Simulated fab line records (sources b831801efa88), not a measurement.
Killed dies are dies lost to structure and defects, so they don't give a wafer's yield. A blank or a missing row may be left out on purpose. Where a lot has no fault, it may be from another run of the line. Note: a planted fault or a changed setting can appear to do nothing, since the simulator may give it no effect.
Matching of chambers -- flow sky130 -- SKY_FIELD_ISO_ETCH_14 on rie diel-01: 4 sister chambers
The step etches BARC in N2/H2, stops on SiO2, time 45.9 s, target depth 60 nm. 4 wafers are shown with their chamber, then 9 later ones without.

## EACH WAFER AND ITS CHAMBER
wafer,chamber,drypump motor current A (A)
L078.6,1,5.3
L087.1,3,4.9
L087.3,2,6.2
L087.6,0,5.5

## WAFERS WHOSE CHAMBER IS MISSING
wafer,drypump motor current A (A)
L089.2,5.4
L089.3,5.3
L089.6,5.4
L090.1,6.2
L090.5,5.0
L090.6,6.2
L096.4,6.2
L096.5,6.2
L096.6,5.3

## THE CHAMBER EACH PASSED THROUGH
wafer,from the rows above,in truth
L089.2,can't be placed: 0 or 1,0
L089.3,1,1
L089.6,can't be placed: 0 or 1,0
L090.1,2,2
L090.5,3,3
L090.6,2,2
L096.4,2,2
L096.5,2,2
L096.6,1,1
7 of 9 placed correctly. Cannot be placed on the basis of these rows: 2; the candidates contain the true chamber in 2. Wrongly placed: 0.
How it was worked out, from the rows above alone: a wafer's distance from a chamber is the root of the sum, over the readings, of the square of ((its reading less the chamber's mean) divided by the reading's scatter). If the next closest chamber is less than 2 further off than the closest, the wafer can't be placed; otherwise it belongs to the closest. For every chamber, the mean is computed from those of its wafers that are shown. The scatter: with one shown wafer a chamber, the root of the mean of the squares of how far each hidden wafer lies from its nearest shown one.
